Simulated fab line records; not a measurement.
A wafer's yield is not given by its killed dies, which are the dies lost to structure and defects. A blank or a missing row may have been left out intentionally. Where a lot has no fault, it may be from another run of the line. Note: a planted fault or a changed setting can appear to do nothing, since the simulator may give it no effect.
A struck lot beside a sound one    flow gf180mcu    19 out of 602 route steps
Sound: these wafers, L199.1, L199.2, L199.6. The struck wafers were L208.2, L208.3, L208.5. Last of all comes the cause.
Per side, at each step with rows, come the tool, then ch with its chambers, and then its first start. Under that, the readings that differ: sound wafers    struck wafers    difference of the means    sigmas: that difference in standard deviations of wafers without a fault.
alike: words and numbers the same on both sides, and readings whose means are apart by under 2 such deviations; not compared: readings that were withheld, readings missing a value for some wafer, numbers with overlapping values and no deviation given by the record, and bounds like >300 which may hide the same value.
Wherever a step has rows on one side only, a row that says differs or no value, or a row with sigmas, the two part there. When numbers do not overlap yet have no deviation, they are printed without sigmas and do not part them. Lack of a reading on every wafer of one side parts them only where that side has two or more wafers.

first, 2 steps without rows for these wafers: GF_NSD_PEB_05; GF_NSD_DEVELOP_06 (develop time 60 s).
GF_NSD_CD_MEAS_07: target cd 400 nm.
  sound on cd_sem-02, day 14 03:44; struck on cd_sem-01, day 17 07:50
  alike: cd_nm
GF_NSD_OVL_MEAS_08:
  sound on overlay-02, day 14 03:51; struck on overlay-01, day 17 07:56
reading       sound        struck          difference  sigmas
NSD_OVL (nm)  3.3 4.7 2.3  -3.5 -2.8 -0.1  -5.6        -3
then, 2 steps without rows for these wafers: GF_NSD_IMPLANT_09; GF_NSD_IMPLANT_10.
GF_NSD_STRIP_11: strips in O2/N2.
  sound on plasma_asher-02 ch 0,1, day 14 04:11; struck on plasma_asher-03 ch 0,1, day 17 08:16
  alike: drypump_motor_current_A, heater_power_w, oes_product_au, strip_time_to_endpoint_s
  not compared: rf_hours_counter_h
GF_NSD_TW_MEAS_12:
  sound on film_metro-03, day 14 04:17; struck on film_metro-04, day 17 08:23
  alike: NSD_TW
then, 4 steps without rows for these wafers: GF_PSD_DEHYDRATE_00 (time 60 s); GF_PSD_HMDS_01 (prime time 60 s); GF_PSD_COAT_02 (resist thk 1000 nm); GF_PSD_SOFTBAKE_03 (time 60 s).
GF_PSD_EXPOSE_04: exposes mask Pplus, target cd 400 nm.
  sound on iline_stepper-01 ch 0, day 14 14:45; struck on iline_stepper-01 ch 0, day 17 19:11
reading                      sound              struck                difference  sigmas
model.PSD.overlay_x_nm (nm)  0.225 0.225 0.225  -84.83 -84.83 -84.83  -85.05      
  alike: mask, reticle_temp_C
then, 2 steps without rows for these wafers: GF_PSD_PEB_05; GF_PSD_DEVELOP_06 (develop time 60 s).
GF_PSD_CD_MEAS_07: target cd 400 nm.
  sound on cd_sem-01, day 15 01:26; struck on cd_sem-02, day 18 06:38
  alike: cd_nm
GF_PSD_OVL_MEAS_08:
  sound on overlay-02, day 15 01:33; struck on overlay-01, day 18 06:44
reading       sound          struck             difference  sigmas
PSD_OVL (nm)  -0.4 -1.2 0.9  -85.1 -84.5 -85.1  -84.7       -65
next, for these wafers, 1 step has no rows: GF_PSD_IMPLANT_09.
GF_PASSIVATION_PROBE_99:
  sound wafers here have rows in the record (prober-02, day 29 19:26); struck ones have none

WHERE THEY PART
At GF_NSD_OVL_MEAS_08 first; at GF_PASSIVATION_PROBE_99 last (within this record only).

WHY: what had been put in by the simulator
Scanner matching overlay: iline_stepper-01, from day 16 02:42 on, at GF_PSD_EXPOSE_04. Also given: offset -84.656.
